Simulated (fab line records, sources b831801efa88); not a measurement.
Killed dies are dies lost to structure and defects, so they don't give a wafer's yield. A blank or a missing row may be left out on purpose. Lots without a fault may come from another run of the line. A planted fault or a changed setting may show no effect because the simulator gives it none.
fab line records | flow sky130
record lots=14 wafers=42 last_day=49
route steps=708 shown METAL4@598 CAP2M@617
lots that met no fault: from a run of the same line without faults
start_h: hours from the record's first day to the start of the lot's first wafer shown | wait_h: hours since the lot's step before | " the same as in the row above | L1.1+2: a row that stands for several wafers | - no value, or no start given | * or withheld: withheld | < > ~ a bound
route shown NAME@n: a module of which the file shows steps, and the number in the route of the first | usual: mean/standard deviation of fault-free wafers | same: alike in all rows | chamber/n: place in a boat | sites: the reading at each site | _std_site: their standard deviation | _edge_site: outer sites' mean less inner sites' | radius_mm: how far each site lies from the wafer's centre | mask NAME#n: copy n | behind: the tool/chamber that last shaped the wafer | hold: why the lot was held/for how many hours/how that ended | device: the transistor (n, p or np) that didn't switch | end of line: the same wafers' tests at the end of the route | a step without rows: its recipe alone | killed: dies lost to structure and defects at the first sort, not the wafer's yield | map: a wafer's dies, x killed, . not, _ none there
set.NAME: the setting as run; set.NAME@STEP: as run at that earlier step | model.NAME: the simulator's own value behind a step, which no gauge read
steps of the route over a sample of lots; a table a step, a row a wafer
services: from which hour (start_h, from the record's first day; less than 0 if before it) a tool's chamber was out of use, for how many hours, and why
## steps
# step SKY_METAL4_SPUTTER_00
# recipe material=Ti target_thk_nm=15 power_w=3000 time_s=10 chamber_pressure_pa=0.4
# usual throttle_valve_pct=29.4/1.1
# columns lot.wafer tool chamber start_h wait_h throttle_valve_pct
L389.1 pvd_sputter-01 - 928.40 0.1 28.6
L389.2 " - " " 27.7
L389.5 " - " " 29.3
L390.1 pvd_sputter-01 - 938.24 0.1 28.6
L390.2 " - " " 27.9
L390.4 " - " " 29.3
L391.3 pvd_sputter-03 - 947.28 0.2 29.1
L391.5 " - " " 30.7
L391.6 " - " " 30.9
L393.2 pvd_sputter-03 - 959.85 0.1 31.2
L393.3 " - " " 30.7
L393.5 " - " " 30.8
L395.1 pvd_sputter-02 - 977.57 0.1 28.8
L395.2 " - " " 27.9
L395.4 " - " " 29.9
L397.1 pvd_sputter-02 - 985.01 0.1 28.6
L397.2 " - " " 29.3
L397.6 " - " " 29.7
L399.2 pvd_sputter-02 - 1001.35 0.1 29.2
L399.4 " - " " 27.8
L399.6 " - " " 29.3
L400.3 pvd_sputter-03 - 1012.80 0.1 31.5
L400.4 " - " " 30.6
L400.6 " - " " 30.9
L401.1 pvd_sputter-01 - 1014.64 0.2 29.8
L401.4 " - " " 28.2
L401.5 " - " " 28.5
L403.1 pvd_sputter-02 - 1031.50 0.2 29.6
L403.3 " - " " 29.6
L403.4 " - " " 28.0
L405.2 pvd_sputter-03 - 1046.50 0.2 30.8
L405.4 " - " " 31.1
L405.6 " - " " 30.6
L406.1 pvd_sputter-02 - 1049.04 0.2 29.8
L406.3 " - " " 29.3
L406.4 " - " " 27.8
L411.1 pvd_sputter-02 - 1077.92 0.2 28.0
L411.2 " - " " 29.5
L411.4 " - " " 29.0
L412.1 pvd_sputter-03 - 1090.43 0.1 31.0
L412.4 " - " " 30.6
L412.6 " - " " 29.1
# step SKY_METAL4_SPUTTER_02
# recipe material=AlCu target_thk_nm=735 power_w=10600 time_s=39.1 chamber_pressure_pa=0.4
# usual throttle_valve_pct=29.4/1.1
# columns lot.wafer tool chamber start_h wait_h throttle_valve_pct
L389.1 pvd_sputter-01 - 928.45 0.0 28.5
L389.2 " - " " 27.8
L389.5 " - " " 29.2
L390.1 pvd_sputter-01 - 938.29 0.0 28.4
L390.2 " - " " 27.7
L390.4 " - " " 29.1
L391.3 pvd_sputter-03 - 947.32 0.0 29.0
L391.5 " - " " 30.7
L391.6 " - " " 30.8
L393.2 pvd_sputter-03 - 959.90 0.0 31.5
L393.3 " - " " 30.7
L393.5 " - " " 30.7
L395.1 pvd_sputter-02 - 977.62 0.0 28.8
L395.2 " - " " 28.0
L395.4 " - " " 29.8
L397.1 pvd_sputter-02 - 985.06 0.0 28.7
L397.2 " - " " 29.4
L397.6 " - " " 30.0
L399.2 pvd_sputter-02 - 1001.39 0.0 29.4
L399.4 " - " " 27.6
L399.6 " - " " 29.3
L400.3 pvd_sputter-03 - 1012.84 0.0 31.6
L400.4 " - " " 30.4
L400.6 " - " " 30.9
L401.1 pvd_sputter-01 - 1014.69 0.0 29.7
L401.4 " - " " 28.7
L401.5 " - " " 28.7
L403.1 pvd_sputter-02 - 1031.55 0.0 29.5
L403.3 " - " " 29.6
L403.4 " - " " 28.0
L405.2 pvd_sputter-03 - 1046.55 0.0 30.6
L405.4 " - " " 30.8
L405.6 " - " " 30.8
L406.1 pvd_sputter-02 - 1049.09 0.0 29.8
L406.3 " - " " 29.0
L406.4 " - " " 27.9
L411.1 pvd_sputter-02 - 1077.97 0.0 27.9
L411.2 " - " " 30.0
L411.4 " - " " 28.9
L412.1 pvd_sputter-03 - 1090.48 0.0 30.9
L412.4 " - " " 30.6
L412.6 " - " " 29.1
# step SKY_CAP2M_STRIP_14
# recipe chemistry=O2/N2 power_w=1400 pressure_mtorr=1500 platen_temp_c=withheld o2_flow_sccm=3000 n2_flow_sccm=300 overash_fraction=0.5
# usual drypump_motor_current_A=5.8/0.44 oes_product_au=0.710/0.0043 strip_time_to_endpoint_s=12.64/0.038
# columns lot.wafer tool chamber start_h wait_h drypump_motor_current_A oes_product_au rf_hours_counter_h strip_time_to_endpoint_s
L389.1 plasma_asher-03 1 953.35 0.1 5.8 0.709 83 12.68
L389.2 " 0 " " 6.3 0.704 83 12.71
L389.5 " 1 " " 5.8 0.711 - 12.66
L390.1 plasma_asher-03 0 962.59 0.1 6.2 0.713 84 12.64
L390.2 " 1 " " 5.8 0.710 84 12.68
L390.4 " 1 " " 5.8 0.714 - 12.66
L391.3 plasma_asher-04 1 971.54 0.1 5.9 0.715 - 12.66
L391.5 " 1 " " 5.9 0.705 - 12.66
L391.6 " 0 " " 5.6 0.706 - 12.67
L393.2 plasma_asher-04 1 983.23 0.1 5.9 0.711 56 12.53
L393.3 " 0 " " 5.6 0.713 - 12.59
L393.5 " 1 " " 5.9 0.709 - 12.56
L395.1 plasma_asher-04 1 1001.50 0.1 5.9 0.707 58 12.69
L395.2 " 0 " " 5.6 0.712 58 12.70
L395.4 " 0 " " 5.6 0.704 - 12.71
L397.1 plasma_asher-04 1 1007.74 0.1 5.9 0.711 58 12.64
L397.2 " 0 " " 5.5 0.719 58 12.68
L397.6 " 0 " " 5.6 0.708 - 12.68
L399.2 plasma_asher-04 1 1025.34 0.1 5.9 0.712 60 12.64
L399.4 " 1 " " 5.9 0.711 - 12.63
L399.6 " 1 " " 5.9 0.719 - 12.66
L400.3 plasma_asher-04 1 1035.49 0.1 5.9 0.714 - 12.63
L400.4 " 0 " " 5.5 0.708 - 12.60
L400.6 " 0 " " 5.6 0.712 - 12.66
L401.1 plasma_asher-02 1 1038.04 0.1 5.1 0.706 121 12.58
L401.4 " 1 " " 5.1 0.712 - 12.60
L401.5 " 1 " " 5.1 0.706 - 12.57
L403.1 plasma_asher-04 1 1055.15 0.1 5.9 0.711 63 12.65
L403.3 " 1 " " 5.9 0.712 - 12.60
L403.4 " 0 " " 5.5 0.702 - 12.60
L405.2 plasma_asher-04 1 1067.91 0.1 5.9 0.711 64 12.67
L405.4 " 0 " " 5.6 0.715 - 12.64
L405.6 " 1 " " 5.9 0.711 - 12.67
L406.1 plasma_asher-03 0 1071.55 0.1 6.2 0.719 94 12.62
L406.3 " 1 " " 5.8 0.712 - 12.65
L406.4 " 0 " " 6.2 0.717 - 12.63
L411.1 plasma_asher-02 0 1098.73 0.1 6.6 0.709 3 12.64
L411.2 " 1 " " 5.1 0.710 3 12.59
L411.4 " 1 " " 5.1 0.711 - 12.61
L412.1 plasma_asher-02 0 1111.04 0.1 6.6 0.705 4 12.62
L412.4 " 0 " " 6.6 0.707 - 12.63
L412.6 " 1 " " 5.1 0.711 - 12.65
# step SKY_METAL4_PEB_11
# recipe peb_temp_c=withheld peb_time_s=withheld resist=KrF-thick
# usual chill_plate_temp_C=* exhaust_pa=44.8/0.93
# columns lot.wafer tool chamber start_h wait_h chill_plate_temp_C exhaust_pa
L389.1 litho_track-03 0 977 - * 43.7
L389.2 " 0 " " * 45.6
L389.5 " 0 " " * 43.7
L390.1 litho_track-02 0 986 - * 43.5
L390.2 " 0 " " * 44.2
L390.4 " 0 " " * 43.8
L391.3 litho_track-02 0 995 - * 45.8
L391.5 " 0 " " * 44.9
L391.6 " 0 " " * 44.4
L393.2 litho_track-03 0 1006 - * 43.0
L393.3 " 0 " " * 45.5
L393.5 " 0 " " * 44.2
L395.1 litho_track-04 0 1025 - * 45.0
L395.2 " 0 " " * 45.0
L395.4 " 0 " " * 44.7
L397.1 litho_track-04 0 1031 - * 44.8
L397.2 " 0 " " * 44.8
L397.6 " 0 " " * 45.3
L399.2 litho_track-03 0 1048 - * 45.3
L399.4 " 0 1049 - * 46.0
L399.6 " 0 " " * 45.6
L400.3 litho_track-03 0 1058 - * 44.0
L400.4 " 0 " " * 45.3
L400.6 " 0 " " * 45.0
L401.1 litho_track-03 0 1060 - * 44.3
L401.4 " 0 " " * 45.5
L401.5 " 0 " " * 46.3
L403.1 litho_track-04 0 1076 - * 45.2
L403.3 " 0 " " * 45.7
L403.4 " 0 " " * 45.3
L405.2 litho_track-03 0 1088 - * 45.0
L405.4 " 0 " " * 46.6
L405.6 " 0 " " * 44.7
L406.1 litho_track-04 0 1092 - * 43.8
L406.3 " 0 " " * 44.2
L406.4 " 0 " " * 45.8
L411.1 litho_track-02 - 1119 - - -
L411.2 " - " " - -
L411.4 " - " " - -
L412.1 litho_track-04 - 1131 - - -
L412.4 " - " " - -
L412.6 " - " " - -
## services
# columns tool chamber start_h hours kind
pvd_sputter-01 - 964.88 5.1 repair
pvd_sputter-01 - 975.40 0.6 repair
plasma_asher-02 - 984.57 0.7 repair
pvd_sputter-01 - 992.24 2.5 repair
pvd_sputter-01 - 1015.50 1.3 repair
plasma_asher-03 - 1031.97 15.8 pm
plasma_asher-04 - 1039.48 3.6 repair
plasma_asher-02 - 1046.20 15.6 pm
plasma_asher-02 - 1061.80 9.0 pm
plasma_asher-02 0 1061.80 9.0 vent_cycle
plasma_asher-02 1 1061.80 9.0 vent_cycle
plasma_asher-02 0 1070.80 - clean
plasma_asher-02 1 1070.80 - clean
pvd_sputter-01 - 1089.25 4.3 repair
plasma_asher-02 - 1116.94 0.7 repair
plasma_asher-02 - 1119.74 1.2 repair
## key
first_sign step=SKY_METAL4_PEB_11 reading=tool_record direction=missing
effect none on later readings
met_at SKY_METAL4_PEB_11
struck_lots L411,L412
later_rows_left_out L411.1,L411.2,L411.4,L412.1,L412.4,L412.6
sort_left_out L411.1,L411.2,L411.4,L412.1,L412.4,L412.6
not_acting_at SKY_METAL4_SPUTTER_00,SKY_METAL4_SPUTTER_02,SKY_CAP2M_STRIP_14
onset_between 1092 1119
fault kind=skipped_step_whole tool=litho_track-02,litho_track-04 chamber=- onset_h=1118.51 steps=SKY_METAL4_PEB_11 scope=struck_lots_only
# sort_left_out: the simulated sort isn't trusted on such a fault, so these wafers' sort isn't shown, and their yield isn't known
# later_rows_left_out: the simulator's readings of these wafers behind a module that went badly wrong aren't trusted and aren't shown, but for the sort
